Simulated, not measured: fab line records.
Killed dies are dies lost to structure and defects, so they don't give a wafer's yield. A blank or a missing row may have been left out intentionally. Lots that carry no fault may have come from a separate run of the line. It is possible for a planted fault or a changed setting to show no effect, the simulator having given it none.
fab line records	flow sky130
record lots=6	wafers=18	last_day=51
route steps=708 shown VT_ADJUST_LVTN@104 VT_ADJUST_NCORE@119 PAD_OPEN@708
lots with no fault: from the same line, run without faults
start_h: start of the lot's first displayed wafer, in hours after the record's first day	wait_h: hours since the lot's step before	" same as the row above	L1.1+2: one row covering several wafers at once	- no value present, or no start provided	* or withheld: withheld	< > ~ a bound
route shown NAME@n: a module of which the file shows steps, and the number in the route of the first	usual: the fault-free wafers' mean and standard deviation	same: alike in all rows	chamber/n: place in a boat	sites: per-site readings	_std_site: the standard deviation of these	_edge_site: the outer-site mean with the inner-site mean subtracted	radius_mm: how far each site lies from the wafer's centre	mask NAME#n: copy n	behind: the last tool/chamber to shape the wafer	hold: reason for holding the lot/hours on hold/outcome of the hold	device: the transistor (n, p or np) that didn't switch	end of line: the tests these same wafers got at the end of their route	step lacking rows: just its recipe	killed: dies that structure and defects cost at the first sort, which is not the same as the wafer's yield	map: a wafer's dies, marking killed ones x, the rest . and places with no die _
set.NAME: the run value of the setting; set.NAME@STEP: its run value at that earlier step	model.NAME: the simulator's own value behind a step, which no gauge read
lots seen at some steps along the route; tables by step, rows by wafer
services: when a tool's chamber went out of use (start_h, in hours from the record's first day, below 0 if earlier), for how many hours, and the reason
## steps
# step SKY_VT_ADJUST_LVTN_OVL_MEAS_07
# usual VT_ADJUST_LVTN_OVL=-1.1/1.5
lot.wafer	tool	chamber	start_h	wait_h	VT_ADJUST_LVTN_OVL[nm]
L242.4	overlay-02	-	147.31	-	0.3
L242.5	"	-	"	"	-1.5
L242.6	"	-	"	"	-1.3
L247.3	overlay-02	-	175.82	-	-3.8
L247.4	"	-	"	"	-5.1
L247.6	"	-	"	"	-3.6
L251.2	overlay-02	-	202.82	-	-1.2
L251.3	"	-	"	"	-1.5
L251.5	"	-	"	"	-1.8
L262.3	overlay-02	-	275.82	-	0.2
L262.4	"	-	"	"	0.2
L262.5	"	-	"	"	0.9
L263.3	overlay-02	-	289.82	-	0.9
L263.5	"	-	"	"	-0.2
L263.6	"	-	"	"	2.5
L265.2	overlay-01	-	304.00	-	-3.1
L265.3	"	-	"	"	-3.0
L265.4	"	-	"	"	-1.5
# step SKY_VT_ADJUST_LVTN_IMPLANT_08
# recipe species=B	energy_kev=30	dose_cm2=1.57e+12	tilt_deg=withheld
# step SKY_VT_ADJUST_LVTN_STRIP_09
# recipe chemistry=O2/N2	power_w=1400	pressure_mtorr=1500	platen_temp_c=withheld	o2_flow_sccm=3000	n2_flow_sccm=300	overash_fraction=0.5
# usual drypump_motor_current_A=6.1/0.4	oes_product_au=0.722/0.0043	strip_time_to_endpoint_s=36.95/0.11
# same overash_fraction=0.5
lot.wafer	tool	chamber	start_h	wait_h	drypump_motor_current_A	oes_product_au	rf_hours_counter_h	strip_time_to_endpoint_s
L242.4	plasma_asher-02	0	147.51	0.1	6.3	0.726	-	36.83
L242.5	"	1	"	"	5.2	0.725	-	36.94
L242.6	"	0	"	"	6.3	0.725	-	36.93
L247.3	plasma_asher-02	0	176.03	0.1	6.4	0.714	-	36.83
L247.4	"	1	"	"	5.2	0.726	-	36.92
L247.6	"	0	"	"	6.3	0.726	-	36.91
L251.2	plasma_asher-04	1	203.00	0.1	6.2	0.717	51	37.01
L251.3	"	0	"	"	6.1	0.717	-	37.05
L251.5	"	1	"	"	6.2	0.728	-	36.89
L262.3	plasma_asher-03	0	276.02	0.1	5.8	0.720	-	36.99
L262.4	"	1	"	"	6.5	0.724	-	37.08
L262.5	"	1	"	"	6.5	0.717	-	37.02
L263.3	plasma_asher-04	0	290.03	0.1	6.1	0.716	-	37.02
L263.5	"	0	"	"	6.0	0.718	-	37.00
L263.6	"	1	"	"	6.2	0.728	-	36.96
L265.2	plasma_asher-03	1	304.18	0.1	6.5	0.724	60	36.76
L265.3	"	0	"	"	5.8	0.728	-	36.80
L265.4	"	1	"	"	6.5	0.720	-	36.73
# step SKY_VT_ADJUST_LVTN_TW_MEAS_10
# usual VT_ADJUST_LVTN_TW=241.2/2.5
lot.wafer	tool	chamber	start_h	wait_h	VT_ADJUST_LVTN_TW
L242.4	film_metro-03	-	147.61	0.1	243.0
L242.5	"	-	"	"	242.1
L242.6	"	-	"	"	242.2
L247.3	film_metro-03	-	176.11	0.1	239.9
L247.4	"	-	"	"	241.7
L247.6	"	-	"	"	240.7
L251.2	film_metro-04	-	203.11	0.1	236.1
L251.3	"	-	"	"	236.4
L251.5	"	-	"	"	234.6
L262.3	film_metro-03	-	276.11	0.1	243.1
L262.4	"	-	"	"	242.6
L262.5	"	-	"	"	242.4
L263.3	film_metro-03	-	290.11	0.1	242.8
L263.5	"	-	"	"	242.9
L263.6	"	-	"	"	242.6
L265.2	film_metro-03	-	304.29	0.1	242.5
L265.3	"	-	"	"	244.3
L265.4	"	-	"	"	242.7
# step SKY_VT_ADJUST_LVTN_DEHYDRATE_11
# recipe temp_c=200	time_s=60
# step SKY_VT_ADJUST_LVTN_HMDS_12
# recipe prime_time_s=60	prime_temp_c=120
# step SKY_VT_ADJUST_LVTN_COAT_13
# recipe resist=NOVOLAK	spin_rpm=3000	resist_thk_nm=1140
# step SKY_VT_ADJUST_LVTN_SOFTBAKE_14
# recipe temp_c=90	time_s=60	resist=NOVOLAK
# step SKY_VT_ADJUST_LVTN_EXPOSE_15
# recipe mask_id=HVN_STD_DERIVED	na=0.6	source_shape=conventional	sigma_outer=0.6	polarization=unpolarized	target_cd_nm=600	dose_mj=163
# step SKY_VT_ADJUST_LVTN_PEB_16
# recipe temp_c=withheld	time_s=*	resist=NOVOLAK
# step SKY_VT_ADJUST_LVTN_DEVELOP_17
# recipe resist=NOVOLAK	developer=TMAH	develop_time_s=60	dev_temp_c=23
# step SKY_VT_ADJUST_LVTN_OVL_MEAS_18
# usual VT_ADJUST_LVTN_01_OVL=-1.6/1.2
lot.wafer	tool	chamber	start_h	wait_h	VT_ADJUST_LVTN_01_OVL[nm]
L242.4	overlay-02	-	166.67	0.1	-0.9
L242.5	"	-	"	"	-1.8
L242.6	"	-	"	"	-0.4
L247.3	overlay-01	-	197.52	0.1	-1.5
L247.4	"	-	"	"	-3.3
L247.6	"	-	"	"	-1.6
L251.2	overlay-01	-	224.60	0.1	-2.0
L251.3	"	-	"	"	-1.2
L251.5	"	-	"	"	-2.1
L262.3	overlay-01	-	301.02	0.1	-2.6
L262.4	"	-	"	"	-1.5
L262.5	"	-	"	"	-1.4
L263.3	overlay-02	-	315.40	0.1	2.3
L263.5	"	-	"	"	-1.4
L263.6	"	-	"	"	0.7
L265.2	overlay-02	-	330.21	0.1	-0.1
L265.3	"	-	"	"	0.4
L265.4	"	-	"	"	-1.2
# step SKY_VT_ADJUST_LVTN_IMPLANT_19
# recipe species=B	energy_kev=30	dose_cm2=6.5e+11	tilt_deg=withheld
# usual dose_ions_cm2=6.501e+11/7.6e+08
lot.wafer	tool	chamber	start_h	wait_h	dose_ions_cm2
L242.4	implanter-01	0	166.77	0.1	6.495e+11
L242.5	"	0	"	"	6.485e+11
L242.6	"	0	"	"	6.499e+11
L247.3	implanter-03	0	197.60	0.1	6.489e+11
L247.4	"	0	"	"	6.503e+11
L247.6	"	0	"	"	6.499e+11
L251.2	implanter-01	0	224.65	0.0	6.505e+11
L251.3	"	0	"	"	6.502e+11
L251.5	"	0	"	"	6.511e+11
L262.3	implanter-03	0	301.09	0.1	6.491e+11
L262.4	"	0	"	"	6.506e+11
L262.5	"	0	"	"	6.504e+11
L263.3	implanter-03	0	315.48	0.1	6.507e+11
L263.5	"	0	"	"	6.503e+11
L263.6	"	0	"	"	6.504e+11
L265.2	implanter-04	0	330.27	0.0	6.514e+11
L265.3	"	0	"	"	6.505e+11
L265.4	"	0	"	"	6.514e+11
# step SKY_VT_ADJUST_LVTN_STRIP_20
# recipe chemistry=O2/N2	power_w=1400	pressure_mtorr=1500	platen_temp_c=withheld	o2_flow_sccm=3000	n2_flow_sccm=300	overash_fraction=0.5
# usual drypump_motor_current_A=6.0/0.42	oes_product_au=0.715/0.0041	strip_time_to_endpoint_s=14.17/0.041
# same overash_fraction=0.5
lot.wafer	tool	chamber	start_h	wait_h	drypump_motor_current_A	oes_product_au	rf_hours_counter_h	strip_time_to_endpoint_s
L242.4	plasma_asher-02	1	166.88	0.1	5.2	0.724	-	14.21
L242.5	"	1	"	"	5.2	0.711	-	14.21
L242.6	"	0	"	"	6.4	0.717	-	14.24
L247.3	plasma_asher-02	1	197.73	0.1	5.2	0.708	-	14.21
L247.4	"	0	"	"	6.3	0.721	-	14.22
L247.6	"	1	"	"	5.2	0.714	-	14.25
L251.2	plasma_asher-03	0	224.78	0.1	5.8	0.717	52	14.16
L251.3	"	1	"	"	6.5	0.712	-	14.15
L251.5	"	1	"	"	6.5	0.716	-	14.17
L262.3	plasma_asher-03	1	301.22	0.1	6.5	0.716	-	14.16
L262.4	"	0	"	"	5.8	0.719	-	14.16
L262.5	"	0	"	"	5.8	0.719	-	14.11
L263.3	plasma_asher-02	0	315.61	0.1	6.4	0.716	-	14.23
L263.5	"	0	"	"	6.4	0.716	-	14.20
L263.6	"	1	"	"	5.2	0.718	-	14.20
L265.2	plasma_asher-03	1	330.39	0.1	6.6	0.720	62	14.15
L265.3	"	1	"	"	6.5	0.710	-	14.09
L265.4	"	0	"	"	5.8	0.711	-	14.15
# step SKY_VT_ADJUST_LVTN_TW_MEAS_21
# usual VT_ADJUST_LVTN_2_TW=187.6/1.7
lot.wafer	tool	chamber	start_h	wait_h	VT_ADJUST_LVTN_2_TW
L242.4	film_metro-02	-	166.97	0.1	189.0
L242.5	"	-	"	"	187.9
L242.6	"	-	"	"	187.5
L247.3	film_metro-02	-	197.82	0.1	189.0
L247.4	"	-	"	"	189.1
L247.6	"	-	"	"	188.9
L251.2	film_metro-02	-	224.89	0.1	189.9
L251.3	"	-	"	"	188.8
L251.5	"	-	"	"	189.2
L262.3	film_metro-02	-	301.31	0.1	185.7
L262.4	"	-	"	"	187.7
L262.5	"	-	"	"	178.2
L263.3	film_metro-04	-	315.70	0.1	185.8
L263.5	"	-	"	"	176.6
L263.6	"	-	"	"	177.2
L265.2	film_metro-02	-	330.50	0.1	187.2
L265.3	"	-	"	"	187.8
L265.4	"	-	"	"	186.9
# step SKY_VT_ADJUST_NCORE_DEHYDRATE_00
# recipe temp_c=200	time_s=60
# step SKY_PAD_OPEN_PROBE_99
# usual killed_at_M0_to_M3=43/6.6	killed_at_M4_up=3.4/1.8	killed_at_contacts=24/5.7	killed_at_front_end=15/4.2	killed_at_other=0.3/0.58	killed_dies=86/8	killed_open=46/7.2	killed_short=39/5.8
# same gross_dies=492	killed_at_back_side=0
lot.wafer	tool	chamber	start_h	wait_h	killed_at_M0_to_M3	killed_at_M4_up	killed_at_contacts	killed_at_front_end	killed_at_other	killed_dies	killed_open	killed_short	model.etest.res_pwell_under_gate.rs_ohm_sq	model.etest.tip_n_5v.rs_ohm_sq_range	model.etest.nfet_g5v0d10v5.body_rise_v	model.etest.nfet_16v.body_rise_v	model.etest.nfet_g5v0d10v5.vt_sat_v	model.etest.nfet_g5v0d10v5.vt_v	model.etest.nfet_g5v0d10v5.vt_v_range
L242.4	prober-01	-	1083.13	0.2	36	7	30	10	0	83	49	34	2313	33.15	0.6774	0.6718	0.7682	0.8173	0.008484
L242.5	prober-01	-	1083.18	0.2	53	1	25	23	0	102	61	40	2317	11.38	0.6871	0.6802	0.7727	0.827	0.02378
L242.6	prober-01	-	1083.23	0.2	34	1	27	13	1	76	38	38	2304	27.55	0.6816	0.6757	0.7606	0.8128	0.01562
L247.3	prober-01	-	1121.81	0.2	40	2	20	17	0	79	40	39	2279	20.03	0.6717	0.6642	0.7664	0.8183	0.008394
L247.4	prober-01	-	1121.86	0.2	49	1	34	14	0	98	43	55	2283	19.29	0.6703	0.6617	0.7531	0.8079	0.01105
L247.6	prober-01	-	1121.96	0.2	40	5	27	20	0	92	50	42	2277	37.34	0.6728	0.6631	0.7766	0.831	0.01434
L251.2	prober-02	-	1142.10	0.1	44	4	34	14	0	96	51	45	2268	28.58	0.7028	0.6965	0.7774	0.8382	0.01509
L251.3	prober-02	-	1142.15	0.2	43	3	13	13	0	72	34	37	2286	31.59	0.7044	0.6956	0.7766	0.8347	0.01658
L251.5	prober-02	-	1142.25	0.2	41	5	36	23	0	105	61	43	2268	37.28	0.7	0.6928	0.7803	0.8407	0.01403
L262.3	prober-02	-	1197.54	0.2	39	3	30	13	0	85	40	45	2311	27.91	0.6838	0.6774	0.7664	0.8217	0.01488
L262.4	prober-02	-	1197.59	0.2	38	7	25	15	0	85	42	40	2302	25.11	0.6778	0.6733	0.7601	0.817	0.012
L262.5	prober-02	-	1197.64	0.2	45	5	32	14	1	97	52	45	2328	42.66	0.6564	0.6499	0.7495	0.8104	0.02427
L263.3	prober-02	-	1204.13	0.2	39	5	26	16	0	86	52	33	2296	34.9	0.6784	0.6727	0.7714	0.825	0.01356
L263.5	prober-02	-	1204.23	0.2	46	2	14	29	0	91	51	40	2332	46.12	0.6557	0.6493	0.7471	0.8038	0.02331
L263.6	prober-02	-	1204.28	0.2	44	1	24	10	0	79	55	24	2306	29.42	0.6463	0.6394	0.7307	0.786	0.02437
L265.2	prober-02	-	1213.17	0.1	36	4	29	11	0	80	46	34	2271	43.14	0.6694	0.6602	0.7555	0.8134	0.01481
L265.3	prober-02	-	1213.22	0.2	41	6	22	13	0	82	47	35	2278	46.6	0.674	0.667	0.7596	0.8174	0.01521
L265.4	prober-02	-	1213.27	0.2	46	4	44	12	0	106	60	46	2283	22.87	0.6725	0.6652	0.7461	0.8043	0.0128
# killed by level:class
L242.4 LI_CONTACT:geometric_particle:open=11 VIA3:geometric_particle:open=9 CONTACT:geometric_particle:open=7 VIA1:geometric_particle:open=7 VIA2:geometric_particle:open=6 METAL4:geometric_particle:short=6 METAL3:geometric_particle:short=4 LI_CONTACT:geometric_particle:short=4
L242.5 VIA1:geometric_particle:open=18 CONTACT:geometric_particle:open=13 METAL1:geometric_particle:short=9 LI_CONTACT:geometric_particle:open=7 POLY_GATE:geometric_particle:open=6 VIA3:geometric_particle:open=6 VIA1:geometric_particle:short=5 FIELD_ISO:geometric_particle:open=4
L242.6 LI_CONTACT:geometric_particle:open=10 CONTACT:geometric_particle:open=8 VIA1:geometric_particle:open=8 VIA1:geometric_particle:short=7 CONTACT:geometric_particle:short=5 METAL2:geometric_particle:short=5 LI_CONTACT:geometric_particle:short=4 METAL1:geometric_particle:short=4
L247.3 VIA1:geometric_particle:open=9 VIA3:geometric_particle:open=7 CONTACT:geometric_particle:short=6 CONTACT:geometric_particle:open=6 LOCAL_INTERCONNECT:geometric_particle:short=5 VIA2:geometric_particle:open=5 FIELD_ISO:geometric_particle:open=4 METAL1:geometric_particle:short=4
L247.4 CONTACT:geometric_particle:short=10 VIA1:geometric_particle:short=9 CONTACT:geometric_particle:open=7 VIA1:geometric_particle:open=7 METAL2:geometric_particle:short=7 VIA3:geometric_particle:short=6 LI_CONTACT:geometric_particle:open=6 VIA2:geometric_particle:short=5
L247.6 CONTACT:geometric_particle:open=12 VIA1:geometric_particle:open=10 VIA3:geometric_particle:open=8 FIELD_ISO:geometric_particle:short=5 POLY_GATE:geometric_particle:short=5 VIA1:geometric_particle:short=5 LI_CONTACT:geometric_particle:short=4 LOCAL_INTERCONNECT:geometric_particle:short=4
L251.2 LI_CONTACT:geometric_particle:open=11 CONTACT:geometric_particle:open=9 VIA1:geometric_particle:open=9 METAL2:geometric_particle:short=7 VIA3:geometric_particle:open=6 CONTACT:geometric_particle:short=6 LI_CONTACT:geometric_particle:short=5 VIA3:geometric_particle:short=5
L251.3 VIA1:geometric_particle:open=9 LI_CONTACT:geometric_particle:open=6 VIA3:geometric_particle:open=6 VIA2:geometric_particle:open=5 METAL1:geometric_particle:short=5 METAL2:geometric_particle:short=5 VIA2:geometric_particle:short=5 LOCAL_INTERCONNECT:geometric_particle:short=4
L251.5 CONTACT:geometric_particle:open=14 LI_CONTACT:geometric_particle:open=9 CONTACT:geometric_particle:short=8 FIELD_ISO:geometric_particle:open=7 VIA2:geometric_particle:open=7 VIA1:geometric_particle:open=6 VIA3:geometric_particle:open=6 FIELD_ISO:geometric_particle:short=5
L262.3 CONTACT:geometric_particle:short=10 CONTACT:geometric_particle:open=8 VIA1:geometric_particle:open=7 LI_CONTACT:geometric_particle:open=6 VIA1:geometric_particle:short=6 METAL1:geometric_particle:short=5 METAL2:geometric_particle:short=5 VIA2:geometric_particle:open=5
L262.4 VIA1:geometric_particle:open=10 CONTACT:geometric_particle:open=9 METAL1:geometric_particle:short=8 CONTACT:geometric_particle:short=6 VIA3:geometric_particle:open=6 LI_CONTACT:geometric_particle:open=5 VIA1:geometric_particle:short=5 FIELD_ISO:geometric_particle:open=4
L262.5 VIA1:geometric_particle:open=11 VIA2:geometric_particle:open=10 LI_CONTACT:geometric_particle:open=8 LOCAL_INTERCONNECT:geometric_particle:short=8 CONTACT:geometric_particle:open=8 FIELD_ISO:geometric_particle:short=5 METAL3:geometric_particle:short=5 VIA3:geometric_particle:open=4
L263.3 VIA1:geometric_particle:open=11 CONTACT:geometric_particle:open=10 LI_CONTACT:geometric_particle:open=9 CONTACT:geometric_particle:short=5 POLY_GATE:geometric_particle:short=4 SPACER:geometric_particle:open=4 METAL1:geometric_particle:open=4 VIA2:geometric_particle:open=4
L263.5 VIA1:geometric_particle:open=10 POLY_GATE:geometric_particle:short=9 POLY_GATE:geometric_particle:open=9 FIELD_ISO:geometric_particle:open=7 LI_CONTACT:geometric_particle:open=6 VIA1:geometric_particle:short=6 VIA3:geometric_particle:open=5 VIA2:geometric_particle:open=5
L263.6 CONTACT:geometric_particle:open=10 VIA1:geometric_particle:open=10 VIA2:geometric_particle:open=9 LI_CONTACT:geometric_particle:open=7 METAL1:geometric_particle:short=5 VIA3:geometric_particle:open=5 FIELD_ISO:geometric_particle:open=4 POLY_GATE:geometric_particle:open=3
L265.2 LI_CONTACT:geometric_particle:open=10 VIA1:geometric_particle:open=10 CONTACT:geometric_particle:open=9 VIA2:geometric_particle:open=7 FIELD_ISO:geometric_particle:short=5 LOCAL_INTERCONNECT:geometric_particle:short=4 METAL2:geometric_particle:short=4 LI_CONTACT:geometric_particle:short=3
L265.3 VIA1:geometric_particle:open=12 LI_CONTACT:geometric_particle:open=9 VIA3:geometric_particle:open=8 FIELD_ISO:geometric_particle:short=5 CONTACT:geometric_particle:open=5 VIA2:geometric_particle:open=5 LOCAL_INTERCONNECT:geometric_particle:short=4 METAL1:geometric_particle:short=4
L265.4 CONTACT:geometric_particle:open=15 LI_CONTACT:geometric_particle:open=11 CONTACT:geometric_particle:short=11 VIA1:geometric_particle:open=8 FIELD_ISO:geometric_particle:open=7 VIA1:geometric_particle:short=6 VIA2:geometric_particle:open=6 METAL3:geometric_particle:short=5
## services
tool	chamber	start_h	hours	kind
implanter-04	-	128.00	1.4	repair
implanter-04	-	144.62	3.9	pm
implanter-01	-	178.25	2.7	pm
implanter-03	-	182.84	4.5	repair
plasma_asher-02	-	215.06	0.9	repair
plasma_asher-03	-	236.66	2.8	pm
implanter-01	-	238.73	17.3	pm
implanter-04	-	248.71	4.1	repair
implanter-01	-	267.17	5.0	repair
implanter-03	-	302.76	1.1	repair
implanter-01	-	310.84	4.1	pm
implanter-01	-	326.08	2.2	repair
implanter-03	-	330.18	2.9	repair
## key
first_sign step=SKY_VT_ADJUST_LVTN_TW_MEAS_21	reading=VT_ADJUST_LVTN_2_TW	direction=down	sigmas=6.1	usual=187.6	struck=177.3
effect none on later readings
model_effect step=SKY_PAD_OPEN_PROBE_99	value=etest.res_pwell_under_gate.rs_ohm_sq	without=2287	struck=2322
met_at SKY_VT_ADJUST_LVTN_IMPLANT_19
struck_wafers L262.5,L263.5,L263.6
tester_left_out L262,L263
onset_between 197.60 301.09
fault kind=process_parameter_drift	tool=implanter-03	chamber=-	onset_h=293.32	steps=SKY_VT_ADJUST_LVTN_IMPLANT_19	channel=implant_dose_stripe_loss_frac	offset=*	shape=step	end_h=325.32	scope=struck_wafers_only
# tester_left_out: of these lots the tester's yield and bins aren't shown, on N5 and GAA mostly nor the transistor test; their killed dies are dies lost to structure and defects alone, not to doping, threshold or leakage, so they don't give the yield
